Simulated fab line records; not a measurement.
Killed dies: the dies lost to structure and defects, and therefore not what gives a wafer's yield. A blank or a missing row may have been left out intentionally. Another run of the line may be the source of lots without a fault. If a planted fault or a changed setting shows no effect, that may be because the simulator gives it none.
fab line records -- flow sky130 -- part 1 of 2: steps 1 to 28 of 41
record: lots: 5, wafers: 15, lastDay: 49
route steps=708 shown SD_N@358 SD_P@359 RES_XHIGH@360 SALICIDE@361 LI_CONTACT@362 LOCAL_INTERCONNECT@387
lots with no fault: from the same line, run without faults
startH: hours from the record's first day to the start of the lot's first wafer shown -- waitH: hours from the lot's prior step to this one -- " same as the row above -- L1.1+2: a single row standing in for several wafers -- - no value, or no start given -- * or withheld: withheld -- < > ~ a bound
route shown NAME@n: NAME is a module with steps in the file, n the number in the route of the first one -- usual: mean and standard deviation over wafers with no fault -- same: alike in all rows -- chamber/n: place in a boat -- sites: the reading at each site -- _std_site: how widely they spread, as a standard deviation -- _edge_site: the outer-site mean with the inner-site mean subtracted -- radiusMm: for every site, how far away it sits from the centre of the wafer -- mask NAME#n: copy n -- behind: the tool/chamber that last shaped the wafer -- hold: cause of the lot's hold/its duration in hours/its outcome -- device: the transistor (n, p or np) that didn't switch -- end of line: the tests these same wafers got at the end of their route -- a step without rows: its recipe alone -- killed: not the wafer's yield, but the dies lost to structure and defects at the first sort -- map: a wafer's dies, x killed, . not, _ none there
set.NAME: setting as actually run; set.NAME@STEP: the setting as run at that earlier step -- model.NAME: the simulator's own value behind a step, which no gauge read
certain route steps with their lots: each step a table, each wafer a row
services: when a tool's chamber went out of use (startH, in hours from the record's first day, below 0 if earlier), for how many hours, and the reason
== steps ==
step: SKY_SD_N_RS_MEAS_16
recipe: thkMeasGauge: four-point-probe
usual: SD_N_RS: 68.64/0.13
lot.wafer,tool,chamber,startH,waitH,SD_N_RS[ohm/sq]
L078.2,filmMetro-03,-,689.88,0.1,68.41
L078.3,filmMetro-03,-,689.88,0.1,68.55
L078.4,filmMetro-03,-,689.88,0.1,68.60
L084.1,filmMetro-01,-,728.47,0.1,68.73
L084.2,filmMetro-01,-,728.47,0.1,68.65
L084.6,filmMetro-01,-,728.47,0.1,68.71
L090.2,filmMetro-01,-,766.04,0.1,68.72
L090.3,filmMetro-01,-,766.04,0.1,68.58
L090.6,filmMetro-01,-,766.04,0.1,68.85
L091.1,filmMetro-01,-,789.34,0.1,68.63
L091.4,filmMetro-01,-,789.34,0.1,68.60
L091.6,filmMetro-01,-,789.34,0.1,68.82
L094.2,filmMetro-02,-,799.23,0.1,68.68
L094.3,filmMetro-02,-,799.23,0.1,68.44
L094.6,filmMetro-02,-,799.23,0.1,68.77
step: SKY_SD_N_RS_MEAS_17
recipe: thkMeasGauge: four-point-probe
usual: SD_P_RS: 147.2/0.4
lot.wafer,tool,chamber,startH,waitH,SD_P_RS[ohm/sq]
L078.2,filmMetro-03,-,690.00,0.1,146.4
L078.3,filmMetro-03,-,690.00,0.1,147.0
L078.4,filmMetro-03,-,690.00,0.1,146.8
L084.1,filmMetro-01,-,728.59,0.1,147.2
L084.2,filmMetro-01,-,728.59,0.1,147.2
L084.6,filmMetro-01,-,728.59,0.1,147.1
L090.2,filmMetro-01,-,766.16,0.1,147.5
L090.3,filmMetro-01,-,766.16,0.1,147.6
L090.6,filmMetro-01,-,766.16,0.1,147.7
L091.1,filmMetro-01,-,789.46,0.1,147.2
L091.4,filmMetro-01,-,789.46,0.1,147.2
L091.6,filmMetro-01,-,789.46,0.1,147.5
L094.2,filmMetro-02,-,799.35,0.1,147.5
L094.3,filmMetro-02,-,799.35,0.1,147.0
L094.6,filmMetro-02,-,799.35,0.1,147.5
step: SKY_SD_N_RS_MEAS_18
recipe: thkMeasGauge: four-point-probe
usual: RES_XHIGH_RS: 333.3/1.2
lot.wafer,tool,chamber,startH,waitH,RES_XHIGH_RS[ohm/sq]
L078.2,filmMetro-03,-,690.12,0.1,332.7
L078.3,filmMetro-03,-,690.12,0.1,332.6
L078.4,filmMetro-03,-,690.12,0.1,332.5
L084.1,filmMetro-01,-,728.71,0.1,335.7
L084.2,filmMetro-01,-,728.71,0.1,335.1
L084.6,filmMetro-01,-,728.71,0.1,334.9
L090.2,filmMetro-01,-,766.28,0.1,335.6
L090.3,filmMetro-01,-,766.28,0.1,334.4
L090.6,filmMetro-01,-,766.28,0.1,334.4
L091.1,filmMetro-01,-,789.58,0.1,332.8
L091.4,filmMetro-01,-,789.58,0.1,334.5
L091.6,filmMetro-01,-,789.58,0.1,333.0
L094.2,filmMetro-02,-,799.47,0.1,331.8
L094.3,filmMetro-02,-,799.47,0.1,331.7
L094.6,filmMetro-02,-,799.47,0.1,332.0
step: SKY_SALICIDE_CLEAN_00
recipe: chemistry: HF-last, timeS: 30, dilution: 100:1, dry: ipaMarangoni
lot.wafer,tool,chamber,startH,waitH
L078.2+3+4,wetBench-04,1,690.22,0.1
L084.1+2+6,wetBench-04,2,728.83,0.1
L090.2+3+6,wetBench-04,1,766.38,0.1
L091.1+4+6,wetBench-01,3,789.70,0.1
L094.2+3+6,wetBench-03,2,799.57,0.1
step: SKY_LI_CONTACT_HDPCVD_00
recipe: material: PSG, targetThkNm: 930, sigmaOpenFrac: 0.3, timeS: 155, tempC: 600, sih4FlowSccm: 60, pressureMtorr: 6
lot.wafer,tool,chamber,startH,waitH
L078.2+3+4,hdpcvd-01,"2,0,2",690.24,0.0
L084.1+2+6,hdpcvd-01,"1,0,0",728.85,0.0
L090.2+3+6,hdpcvd-01,"2,1,2",766.40,0.0
L091.1+4+6,hdpcvd-02,"1,1,0",789.71,0.0
L094.2+3+6,hdpcvd-02,"1,2,0",799.59,0.0
step: SKY_LI_CONTACT_THK_MEAS_01
recipe: reads: PSG_of_LI_CONTACT_HDPCVD_00
usual: LI_CONTACT_HDPCVD_THK: 939/14
lot.wafer,tool,chamber,startH,waitH,LI_CONTACT_HDPCVD_THK[nm]
L078.2,filmMetro-02,-,690.41,0.1,918
L078.3,filmMetro-02,-,690.41,0.1,926
L078.4,filmMetro-02,-,690.41,0.1,927
L084.1,filmMetro-02,-,728.95,0.1,961
L084.2,filmMetro-02,-,728.95,0.1,962
L084.6,filmMetro-02,-,728.95,0.1,963
L090.2,filmMetro-02,-,766.51,0.1,924
L090.3,filmMetro-02,-,766.51,0.1,949
L090.6,filmMetro-02,-,766.51,0.1,924
L091.1,filmMetro-03,-,789.82,0.1,950
L091.4,filmMetro-03,-,789.82,0.1,948
L091.6,filmMetro-03,-,789.82,0.1,952
L094.2,filmMetro-01,-,799.70,0.1,937
L094.3,filmMetro-01,-,799.70,0.1,946
L094.6,filmMetro-01,-,799.70,0.1,934
step: SKY_LI_CONTACT_CMP_02
recipe: material: PSG, downForcePsi: 4, platenRpm: 60, padVelocityMS: 0.94248
usual: headPressurePsi: 4.000/0.0093, motorCurrentA: 11.9/1.5, retainingRingPressureFrac: 1.000/0.0049, timeToEndpointS: 34/3.1
lot.wafer,tool,chamber,startH,waitH,headPressurePsi,motorCurrentA,retainingRingPressureFrac,timeToEndpointS
L078.3,cmp-02,1,690.51,0.1,4.012,11.0,0.996,37
L078.4,cmp-02,2,690.51,0.1,4.022,11.2,0.997,33
L078.2,cmp-02,3,690.51,0.1,3.988,10.4,1.000,31
L084.2,cmp-02,0,729.06,0.1,3.996,12.8,0.997,37
L084.1,cmp-02,1,729.06,0.1,4.001,10.8,1.003,39
L084.6,cmp-02,0,729.06,0.1,3.987,11.9,0.997,35
L090.2,cmp-02,1,766.61,0.1,3.998,11.6,0.997,35
L090.3,cmp-02,3,766.61,0.1,4.006,11.0,0.993,32
L090.6,cmp-02,0,766.61,0.1,3.995,12.4,0.998,29
L091.4,cmp-01,1,789.88,0.0,3.990,11.0,0.995,34
L091.1,cmp-01,0,789.88,0.0,4.014,15.8,1.006,30
L091.6,cmp-01,2,789.88,0.0,4.001,11.9,1.003,36
L094.2,cmp-02,3,799.80,0.1,3.989,10.7,0.995,32
L094.3,cmp-02,1,799.80,0.1,4.011,11.4,1.002,36
L094.6,cmp-02,2,799.80,0.1,4.005,11.8,0.997,30
step: SKY_LI_CONTACT_BOW_MEAS_03
recipe: mode: bow
usual: LI_CONTACT_BOW: 57/7.2
lot.wafer,tool,chamber,startH,waitH,LI_CONTACT_BOW[um]
L078.2,filmMetro-03,-,690.78,0.1,54
L078.3,filmMetro-03,-,690.78,0.1,50
L078.4,filmMetro-03,-,690.78,0.1,63
L084.1,filmMetro-02,-,729.31,0.1,55
L084.2,filmMetro-02,-,729.31,0.1,59
L084.6,filmMetro-02,-,729.31,0.1,53
L090.2,filmMetro-02,-,766.88,0.2,63
L090.3,filmMetro-02,-,766.88,0.2,53
L090.6,filmMetro-02,-,766.88,0.2,62
L091.1,filmMetro-01,-,790.18,0.1,48
L091.4,filmMetro-01,-,790.18,0.1,43
L091.6,filmMetro-01,-,790.18,0.1,51
L094.2,filmMetro-02,-,800.07,0.2,56
L094.3,filmMetro-02,-,800.07,0.2,64
L094.6,filmMetro-02,-,800.07,0.2,56
step: SKY_LI_CONTACT_DEHYDRATE_04
recipe: tempC: 200, timeS: 60
lot.wafer,tool,chamber,startH,waitH
L078.2+3+4,lithoTrack-02,0,703.97,13.2
L084.1+2+6,lithoTrack-02,0,742.40,13.1
L090.2+3+6,lithoTrack-04,0,780.70,13.8
L091.1+4+6,lithoTrack-04,0,803.03,12.8
L094.2+3+6,lithoTrack-02,0,813.32,13.2
step: SKY_LI_CONTACT_HMDS_05
recipe: primeTimeS: 60, primeTempC: 120
lot.wafer,tool,chamber,startH,waitH
L078.2+3+4,lithoTrack-02,0,704.12,0.1
L084.1+2+6,lithoTrack-02,0,742.55,0.1
L090.2+3+6,lithoTrack-04,0,780.85,0.1
L091.1+4+6,lithoTrack-04,0,803.18,0.1
L094.2+3+6,lithoTrack-02,0,813.47,0.1
step: SKY_LI_CONTACT_COAT_06
recipe: resist: BARC, tempC: withheld, timeS: withheld, spinRpm: 3000, resistThkNm: 60
lot.wafer,tool,chamber,startH,waitH
L078.2+3+4,lithoTrack-02,0,704.27,0.1
L084.1+2+6,lithoTrack-02,0,742.70,0.1
L090.2+3+6,lithoTrack-04,0,781.00,0.1
L091.1+4+6,lithoTrack-04,0,803.33,0.1
L094.2+3+6,lithoTrack-02,0,813.62,0.1
step: SKY_LI_CONTACT_COAT_07
recipe: resist: KrF-thick, spinRpm: 3000, resistThkNm: 450
lot.wafer,tool,chamber,startH,waitH
L078.2+3+4,lithoTrack-02,0,-,-
L084.1+2+6,lithoTrack-02,0,-,-
L090.2+3+6,lithoTrack-04,0,-,-
L091.1+4+6,lithoTrack-04,0,-,-
L094.2+3+6,lithoTrack-02,0,-,-
step: SKY_LI_CONTACT_SOFTBAKE_08
recipe: tempC: 100, timeS: 90, resist: KrF-thick
lot.wafer,tool,chamber,startH,waitH
L078.2+3+4,lithoTrack-02,0,-,-
L084.1+2+6,lithoTrack-02,0,-,-
L090.2+3+6,lithoTrack-04,0,-,-
L091.1+4+6,lithoTrack-04,0,-,-
L094.2+3+6,lithoTrack-02,0,-,-
step: SKY_LI_CONTACT_EXPOSE_09
recipe: maskId: LICM1, na: 0.8, sourceShape: annular, sigmaInner: 0.55, sigmaOuter: 0.85, targetCdNm: 170, doseMj: 38
lot.wafer,tool,chamber,startH,waitH,mask
L078.2+3+4,krfScanner-01,0,-,-,LICM1#0
L084.1+2+6,krfScanner-01,0,-,-,LICM1#0
L090.2+3+6,krfScanner-01,0,-,-,LICM1#0
L091.1+4+6,krfScanner-02,0,-,-,LICM1#0
L094.2+3+6,krfScanner-02,0,-,-,LICM1#0
step: SKY_LI_CONTACT_PEB_10
recipe: pebTempC: withheld, pebTimeS: withheld, resist: KrF-thick
lot.wafer,tool,chamber,startH,waitH
L078.2+3+4,lithoTrack-02,0,-,-
L084.1+2+6,lithoTrack-02,0,-,-
L090.2+3+6,lithoTrack-03,0,-,-
L091.1+4+6,lithoTrack-04,0,-,-
L094.2+3+6,lithoTrack-02,0,-,-
step: SKY_LI_CONTACT_DEVELOP_11
recipe: developTimeS: 60, resist: KrF-thick, devTempC: 21
lot.wafer,tool,chamber,startH,waitH
L078.2+3+4,lithoTrack-02,0,-,-
L084.1+2+6,lithoTrack-02,0,-,-
L090.2+3+6,lithoTrack-03,0,-,-
L091.1+4+6,lithoTrack-04,0,-,-
L094.2+3+6,lithoTrack-02,0,-,-
step: SKY_LI_CONTACT_CD_MEAS_12
recipe: targetCdNm: 170
usual: cdNm: 169.6/1.5
lot.wafer,tool,chamber,startH,waitH,cdNm
L078.2,cdSem-01,-,718.07,-,169.6
L078.3,cdSem-01,-,718.07,-,170.2
L078.4,cdSem-01,-,718.07,-,170.8
L084.1,cdSem-02,-,755.85,-,168.5
L084.2,cdSem-02,-,755.85,-,168.5
L084.6,cdSem-02,-,755.85,-,169.2
L090.2,cdSem-01,-,793.69,-,173.0
L090.3,cdSem-01,-,793.69,-,173.0
L090.6,cdSem-01,-,793.69,-,171.9
L091.1,cdSem-02,-,817.23,-,169.1
L091.4,cdSem-02,-,817.23,-,170.3
L091.6,cdSem-02,-,817.23,-,170.2
L094.2,cdSem-02,-,826.12,-,169.8
L094.3,cdSem-02,-,826.12,-,169.4
L094.6,cdSem-02,-,826.12,-,168.9
step: SKY_LI_CONTACT_OVL_MEAS_13
usual: LI_CONTACT_OVL: -1/6.4
lot.wafer,tool,chamber,startH,waitH,LI_CONTACT_OVL[nm]
L078.2,overlay-02,-,718.17,0.1,-3
L078.3,overlay-02,-,718.17,0.1,-7
L078.4,overlay-02,-,718.17,0.1,-3
L084.1,overlay-02,-,755.97,0.1,6
L084.2,overlay-02,-,755.97,0.1,5
L084.6,overlay-02,-,755.97,0.1,8
L090.2,overlay-02,-,793.80,0.1,7
L090.3,overlay-02,-,793.80,0.1,8
L090.6,overlay-02,-,793.80,0.1,5
L091.1,overlay-01,-,817.35,0.1,-12
L091.4,overlay-01,-,817.35,0.1,-12
L091.6,overlay-01,-,817.35,0.1,-6
L094.2,overlay-01,-,826.22,0.1,-4
L094.3,overlay-01,-,826.22,0.1,3
L094.6,overlay-01,-,826.22,0.1,8
step: SKY_LI_CONTACT_ETCH_14
recipe: chemistry: N2/H2, target: BARC, ionEnergyEv: 200, sourceW: 500, biasW: 100, pressureMtorr: 30, n2FlowSccm: 100, h2FlowSccm: 200, stopOn: SiO2, timeS: 45.9, targetDepthA: 600
usual: biasW: 99.98/0.25, drypumpMotorCurrentA: 5.9/0.42, h2FlowSccm: 200.0/0.59, oesProductAu: 0.855/0.0046, rfFwdPowerW: 494.8/2, throttleValvePct: 13.225/0.01
lot.wafer,tool,chamber,startH,waitH,biasW,drypumpMotorCurrentA,h2FlowSccm,oesProductAu,rfFwdPowerW,rfHoursCounterH,throttleValvePct
L078.2,rieDiel-02,2,718.20,0.0,100.15,6.2,200.0,0.859,496.3,12,13.226
L078.3,rieDiel-02,3,718.20,0.0,100.04,6.5,199.4,0.852,493.3,3,13.224
L078.4,rieDiel-02,0,718.20,0.0,100.19,5.7,200.0,0.848,491.5,5,13.224
L084.1,rieDiel-04,0,756.00,0.0,99.74,6.0,200.7,0.851,496.2,2,13.233
L084.2,rieDiel-04,2,756.00,0.0,99.73,6.2,199.3,0.846,494.9,1,13.197
L084.6,rieDiel-04,1,756.00,0.0,100.15,5.4,200.6,0.853,495.1,-,13.221
L090.2,rieDiel-04,1,793.83,0.0,100.00,5.4,199.7,0.860,493.9,9,13.208
L090.3,rieDiel-04,3,793.83,0.0,99.87,5.4,199.3,0.853,494.0,23,13.236
L090.6,rieDiel-04,0,793.83,0.0,100.33,6.0,200.8,0.848,495.1,-,13.230
L091.1,rieDiel-04,2,817.39,0.0,100.41,6.1,199.9,0.860,494.4,2,13.220
L091.4,rieDiel-04,0,817.39,0.0,100.51,6.0,200.1,0.851,497.0,4,13.232
L091.6,rieDiel-04,2,817.39,0.0,99.73,6.2,199.3,0.857,495.4,-,13.228
L094.2,rieDiel-01,0,826.25,0.0,99.56,5.8,201.1,0.850,494.5,18,13.221
L094.3,rieDiel-01,3,826.25,0.0,100.00,5.4,200.5,0.859,494.9,30,13.213
L094.6,rieDiel-01,0,826.25,0.0,99.81,5.8,200.0,0.846,491.9,-,13.205
step: SKY_LI_CONTACT_ETCH_15
recipe: target: PSG, chemistry: C4F8/O2/Ar, stopOn: Si, taperDeg: 4.15, maskMaterial: KrF-thick, sourceW: 1500, biasW: 1200, pressureMtorr: 40, c4f8FlowSccm: withheld, O2_flow_sccm: 6, Ar_flow_sccm: 300, timeS: withheld, targetDepthA: 6000
usual: biasW: 1201/3.9, oesProductAu: 0.838/0.0044, rfFwdPowerW: 1492/4.5
lot.wafer,tool,chamber,startH,waitH,biasW,oesProductAu,rfFwdPowerW
L078.2,rieDiel-02,2,718.25,0.0,1197,0.827,1485
L078.3,rieDiel-02,3,718.25,0.0,1206,0.839,1498
L078.4,rieDiel-02,0,718.25,0.0,1200,0.839,1491
L084.1,rieDiel-04,0,756.05,0.0,1196,0.843,1498
L084.2,rieDiel-04,2,756.05,0.0,1196,0.839,1493
L084.6,rieDiel-04,1,756.05,0.0,1205,0.835,1492
L090.2,rieDiel-04,1,793.87,0.0,1205,0.841,1494
L090.3,rieDiel-04,3,793.87,0.0,1201,0.842,1490
L090.6,rieDiel-04,0,793.87,0.0,1197,0.843,1494
L091.1,rieDiel-04,2,817.43,0.0,1201,0.836,1490
L091.4,rieDiel-04,0,817.43,0.0,1200,0.836,1494
L091.6,rieDiel-04,2,817.43,0.0,1199,0.834,1487
L094.2,rieDiel-01,0,826.30,0.0,1205,0.842,1491
L094.3,rieDiel-01,3,826.30,0.0,1202,0.842,1489
L094.6,rieDiel-01,0,826.30,0.0,1206,0.837,1491
step: SKY_LI_CONTACT_STRIP_16
recipe: chemistry: O2/N2, powerW: 1400, pressureMtorr: 1500, platenTempC: withheld, o2FlowSccm: 3000, n2FlowSccm: 300, overashFraction: 0.5
usual: drypumpMotorCurrentA: 5.6/0.55, oesProductAu: 0.376/0.0045, stripTimeToEndpointS: 3.52/0.037
lot.wafer,tool,chamber,startH,waitH,drypumpMotorCurrentA,oesProductAu,rfHoursCounterH,stripTimeToEndpointS
L078.2,plasmaAsher-04,0,718.33,-,6.0,0.384,58,3.53
L078.3,plasmaAsher-04,0,718.33,-,6.0,0.386,-,3.51
L078.4,plasmaAsher-04,1,718.33,-,6.5,0.386,-,3.55
L084.1,plasmaAsher-04,0,756.13,-,6.0,0.382,61,3.60
L084.2,plasmaAsher-04,1,756.13,-,6.5,0.372,61,3.54
L084.6,plasmaAsher-04,1,756.13,-,6.5,0.376,-,3.49
L090.2,plasmaAsher-01,0,793.96,-,6.0,0.380,94,3.47
L090.3,plasmaAsher-01,0,793.96,-,6.0,0.377,-,3.57
L090.6,plasmaAsher-01,1,793.96,-,5.3,0.379,-,3.54
L091.1,plasmaAsher-01,1,817.51,-,5.3,0.379,96,3.50
L091.4,plasmaAsher-01,0,817.51,-,6.0,0.381,-,3.52
L091.6,plasmaAsher-01,1,817.51,-,5.3,0.377,-,3.49
L094.2,plasmaAsher-04,0,826.38,-,6.0,0.371,68,3.46
L094.3,plasmaAsher-04,0,826.38,-,6.0,0.378,-,3.45
L094.6,plasmaAsher-04,0,826.38,-,6.0,0.376,-,3.47
step: SKY_LI_CONTACT_CLEAN_17
recipe: chemistry: NMP, timeS: 600, tempC: 60, dry: n2Spin
lot.wafer,tool,chamber,startH,waitH
L078.2+3+4,wetBench-02,0,718.43,0.1
L084.1+2+6,wetBench-01,1,756.23,0.1
L090.2+3+6,wetBench-03,2,794.06,0.1
L091.1+4+6,wetBench-03,2,817.61,0.1
L094.2+3+6,wetBench-03,3,826.48,0.1
step: SKY_LI_CONTACT_PRE_CLEAN_18
recipe: gas: Ar, timeS: 5.6, biasV: 358
lot.wafer,tool,chamber,startH,waitH
L078.2+3+4,pvdSputter-01,-,718.78,0.0
L084.1+2+6,pvdSputter-02,-,756.42,0.0
L090.2+3+6,pvdSputter-02,-,794.23,0.0
L091.1+4+6,pvdSputter-03,-,817.82,0.0
L094.2+3+6,pvdSputter-01,-,826.66,0.0
step: SKY_LI_CONTACT_SPUTTER_19
recipe: material: Ti, targetThkNm: 20, chamberPressurePa: 5, powerW: 2500, substrateTempC: 200, timeS: 106.37
usual: chamberPressurePa: 5.000/0.0096, throttleValvePct: 29.6/1.1
lot.wafer,tool,chamber,startH,waitH,chamberPressurePa,throttleValvePct
L078.2,pvdSputter-01,-,718.80,0.0,4.980,30.6
L078.3,pvdSputter-01,-,718.80,0.0,4.987,30.1
L078.4,pvdSputter-01,-,718.80,0.0,5.004,31.3
L084.1,pvdSputter-02,-,756.44,0.0,4.993,29.1
L084.2,pvdSputter-02,-,756.44,0.0,4.995,29.8
L084.6,pvdSputter-02,-,756.44,0.0,5.010,30.3
L090.2,pvdSputter-02,-,794.25,0.0,5.020,29.8
L090.3,pvdSputter-02,-,794.25,0.0,5.006,30.3
L090.6,pvdSputter-02,-,794.25,0.0,5.012,29.8
L091.1,pvdSputter-03,-,817.84,0.0,4.998,29.7
L091.4,pvdSputter-03,-,817.84,0.0,5.015,27.4
L091.6,pvdSputter-03,-,817.84,0.0,5.001,30.3
L094.2,pvdSputter-01,-,826.68,0.0,5.006,30.3
L094.3,pvdSputter-01,-,826.68,0.0,4.986,30.3
L094.6,pvdSputter-01,-,826.68,0.0,4.991,30.1
step: SKY_LI_CONTACT_SPUTTER_20
recipe: material: TiN, targetThkNm: 20, chamberPressurePa: 5, powerW: 4000, timeS: 80
usual: chamberPressurePa: 4.999/0.01, throttleValvePct: 29.6/1.1
lot.wafer,tool,chamber,startH,waitH,chamberPressurePa,throttleValvePct
L078.2,pvdSputter-01,-,718.88,0.0,4.992,30.4
L078.3,pvdSputter-01,-,718.88,0.0,5.016,30.2
L078.4,pvdSputter-01,-,718.88,0.0,5.004,31.1
L084.1,pvdSputter-02,-,756.52,0.0,5.014,29.2
L084.2,pvdSputter-02,-,756.52,0.0,4.993,29.8
L084.6,pvdSputter-02,-,756.52,0.0,5.000,30.4
L090.2,pvdSputter-02,-,794.33,0.0,5.005,29.7
L090.3,pvdSputter-02,-,794.33,0.0,4.993,30.5
L090.6,pvdSputter-02,-,794.33,0.0,5.018,29.5
L091.1,pvdSputter-03,-,817.92,0.0,5.002,29.8
L091.4,pvdSputter-03,-,817.92,0.0,4.987,27.4
L091.6,pvdSputter-03,-,817.92,0.0,5.000,30.3
L094.2,pvdSputter-01,-,826.75,0.0,5.001,30.4
L094.3,pvdSputter-01,-,826.75,0.0,5.001,30.4
L094.6,pvdSputter-01,-,826.75,0.0,4.985,29.8
step: SKY_LI_CONTACT_CVD_21
recipe: material: W, targetThkNm: 400, timeS: 120.56, tempC: 400, pressureTorr: 40
usual: heaterPowerW: 854/61
lot.wafer,tool,chamber,startH,waitH,heaterPowerW
L078.2,cvdW-01,1,718.94,0.0,844
L078.3,cvdW-01,0,718.94,0.0,760
L078.4,cvdW-01,1,718.94,0.0,828
L084.1,cvdW-02,1,756.58,0.0,924
L084.2,cvdW-02,0,756.58,0.0,880
L084.6,cvdW-02,0,756.58,0.0,912
L090.2,cvdW-02,0,794.39,0.0,863
L090.3,cvdW-02,1,794.39,0.0,926
L090.6,cvdW-02,0,794.39,0.0,893
L091.1,cvdW-02,1,817.98,0.0,924
L091.4,cvdW-02,0,817.98,0.0,900
L091.6,cvdW-02,1,817.98,0.0,929
L094.2,cvdW-02,1,826.81,0.0,906
L094.3,cvdW-02,1,826.81,0.0,914
L094.6,cvdW-02,0,826.81,0.0,893
step: SKY_LI_CONTACT_RS_MEAS_22
recipe: thkMeasGauge: four-point-probe, reads: W_of_LI_CONTACT_CVD_21+TiN_of_LI_CONTACT_SPUTTER_20+Ti_of_LI_CONTACT_SPUTTER_19
usual: LI_CONTACT_W_RS: 0.281/0.004
lot.wafer,tool,chamber,startH,waitH,LI_CONTACT_W_RS[ohm/sq]
L078.2,filmMetro-02,-,719.08,0.1,0.284
L078.3,filmMetro-02,-,719.08,0.1,0.282
L078.4,filmMetro-02,-,719.08,0.1,0.286
L084.1,filmMetro-02,-,756.70,0.1,0.284
L084.2,filmMetro-02,-,756.70,0.1,0.282
L084.6,filmMetro-02,-,756.70,0.1,0.279
L090.2,filmMetro-01,-,794.54,0.1,0.277
L090.3,filmMetro-01,-,794.54,0.1,0.286
L090.6,filmMetro-01,-,794.54,0.1,0.279
L091.1,filmMetro-02,-,818.10,0.1,0.287
L091.4,filmMetro-02,-,818.10,0.1,0.278
L091.6,filmMetro-02,-,818.10,0.1,0.291
L094.2,filmMetro-02,-,826.96,0.1,0.283
L094.3,filmMetro-02,-,826.96,0.1,0.286
L094.6,filmMetro-02,-,826.96,0.1,0.277
step: SKY_LI_CONTACT_THK_MEAS_23
recipe: thkMeasGauge: xrf, reads: W_of_LI_CONTACT_CVD_21
usual: LI_CONTACT_W_THK: 395/7.4
lot.wafer,tool,chamber,startH,waitH,LI_CONTACT_W_THK[nm]
L078.2,filmMetro-02,-,719.19,0.1,389
L078.3,filmMetro-02,-,719.19,0.1,392
L078.4,filmMetro-02,-,719.19,0.1,388
L084.1,filmMetro-02,-,756.82,0.1,393
L084.2,filmMetro-02,-,756.82,0.1,396
L084.6,filmMetro-02,-,756.82,0.1,402
L090.2,filmMetro-01,-,794.65,0.1,397
L090.3,filmMetro-01,-,794.65,0.1,382
L090.6,filmMetro-01,-,794.65,0.1,391
L091.1,filmMetro-02,-,818.22,0.1,387
L091.4,filmMetro-02,-,818.22,0.1,401
L091.6,filmMetro-02,-,818.22,0.1,381
L094.2,filmMetro-02,-,827.07,0.1,393
L094.3,filmMetro-02,-,827.07,0.1,390
L094.6,filmMetro-02,-,827.07,0.1,399
